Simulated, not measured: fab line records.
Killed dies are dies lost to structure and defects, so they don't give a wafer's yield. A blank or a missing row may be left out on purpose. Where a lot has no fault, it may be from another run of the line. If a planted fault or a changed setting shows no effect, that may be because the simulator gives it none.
A struck lot beside a sound one ; flow sky130 ; 21 steps out of a route of 708
Sound: the wafers L819.1, L819.2, L819.5. Wafers struck: L824.1, L824.2, L824.4. At the end, the cause is stated.
For every step that has rows: the tool of each side, followed by ch and its chambers, followed by its first start. Under that, the readings that differ: sound wafers ; struck wafers ; difference of the means ; sigmas: that difference in standard deviations of wafers without a fault.
alike: same words and numbers on both sides, and readings whose means sit less than 2 such deviations apart. not compared: any withheld reading, any reading some wafer has no value for, any bound like >300 that may hide the same value, and any number with overlapping values for which the record gives no deviation.
Wherever a step has rows on one side only, a row that says differs or no value, or a row with sigmas, the two part there. Numbers that don't overlap but have no deviation are shown without sigmas and don't part them. Lack of a reading on every wafer of one side parts them only where that side has two or more wafers.

SKY_METAL3_SPUTTER_01: material TiN, target thk 20 nm, time 16.7 s.
  sound on pvdSputter-01, day 37 00:43; struck on pvdSputter-03, day 38 19:39
  alike: throttleValvePct
SKY_METAL3_SPUTTER_02: material AlCu, target thk 735 nm, time 39.1 s.
  sound on pvdSputter-01, day 37 00:45; struck on pvdSputter-03, day 38 19:41
  alike: throttleValvePct
then, 1 step without rows for these wafers: SKY_METAL3_SPUTTER_03 (material Ti, target thk 5 nm, time 3.3 s).
SKY_METAL3_SPUTTER_04: material TiN, target thk 70 nm, time 58.3 s.
  sound on pvdSputter-01, day 37 00:49; struck on pvdSputter-03, day 38 19:44
  alike: throttleValvePct
SKY_CAPM_CVD_00: deposits SiO2, target thk 15.5 nm.
  sound on pecvd-04 ch 0,1, day 37 00:51; struck on pecvd-01 ch 0,2, day 38 19:47
  alike: heaterPowerW
SKY_CAPM_THK_MEAS_01:
  sound on filmMetro-03, day 37 00:53; struck on filmMetro-01, day 38 19:49
  alike: CAPM_CVD_00_THK
SKY_CAPM_SPUTTER_02: material TiN, target thk 200 nm, time 166.7 s.
  sound on pvdSputter-04, day 37 00:56; struck on pvdSputter-02, day 38 19:52
  alike: throttleValvePct
SKY_CAPM_RS_MEAS_03: the measuring method here is four-point-probe.
  sound on filmMetro-02, day 37 01:03; struck on filmMetro-02, day 38 19:59
  alike: CAPM_TIN_RS
SKY_CAPM_THK_MEAS_04: measures by xrf.
  sound on filmMetro-02, day 37 01:10; struck on filmMetro-02, day 38 20:06
  alike: CAPM_TIN_THK
then, 3 steps without rows for these wafers: SKY_CAPM_DEHYDRATE_05 (time 60 s); SKY_CAPM_HMDS_06 (prime time 60 s); SKY_CAPM_COAT_07 (resist thk 1140 nm).
SKY_CAPM_SOFTBAKE_08: time 60 s.
  sound on lithoTrack-02 ch 0, day 37 13:56; struck on lithoTrack-01 ch 0, day 39 09:22
reading;sound;struck;difference;sigmas
heaterPowerTotalW (W);56.62 56.67 56.64;62.64 62.53 62.75;+6.00;+99 or more
plateTempC (C);90.15 90.13 89.98;96.79 96.96 96.85;+6.78;+56
model.NOVOLAK_of_CAPM_COAT_07.thkNm (nm);1142 1139 1139;1119 1119 1122;-20;
then, 3 steps without rows for these wafers: SKY_CAPM_EXPOSE_09 (exposes mask CAPM, target cd 1000 nm); SKY_CAPM_PEB_10; SKY_CAPM_DEVELOP_11 (develop time 60 s).
SKY_CAPM_OVL_MEAS_12:
  sound on overlay-01, day 38 02:43; struck on overlay-02, day 39 21:37
reading;sound;struck;difference;sigmas
CAPM_OVL (nm);-0.3 -0.4 0.5;-1.6 -2.7 -2.0;-2.0;-2
SKY_CAPM_METAL_ETCH_13: etches TiN in Cl2/BCl3, stops on SiO2, target depth 220 nm, time 62.9 s.
  sound on rieMetal-01 ch 0,1, day 38 02:44; struck on rieMetal-02 ch 0,1, day 39 21:39
reading;sound;struck;difference;sigmas
model.NOVOLAK_of_CAPM_COAT_07.thkNm (nm);1000 996.5 996;968.6 969.8 971.5;-27.5;
  alike: drypumpMotorCurrentA, oesProductAu, throttleValvePct
  not compared: rfHoursCounterH
SKY_CAPM_STRIP_14: strips in O2/N2.
  sound on plasmaAsher-01 ch 0,1, day 38 02:49; struck on plasmaAsher-01 ch 0,1, day 39 21:43
reading;sound;struck;difference;sigmas
stripTimeToEndpointS (s);12.75 12.67 12.69;12.38 12.39 12.40;-0.31;-7
  alike: drypumpMotorCurrentA, oesProductAu
  not compared: rfHoursCounterH
then, 1 step without rows for these wafers: SKY_CAPM_STRIP_15 (strips in post etch residue remover, time 1200 s).
-- the record jumps here: 8 days lie between the struck wafers' starts before and after (it left off in module CAPM and takes up again in module PAD_OPEN, whose first step shown is number 708 of the route) --
SKY_PAD_OPEN_PROBE_99:
  rows exist in the record for the struck wafers here (prober-01, day 47 20:15), but not for the sound ones

== WHERE THEY PART ==
Earliest at SKY_CAPM_SOFTBAKE_08; latest, in this record, at SKY_PAD_OPEN_PROBE_99.

WHY: the cause the simulator had injected
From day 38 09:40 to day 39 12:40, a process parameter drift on lithoTrack-01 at SKY_CAPM_SOFTBAKE_08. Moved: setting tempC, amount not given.
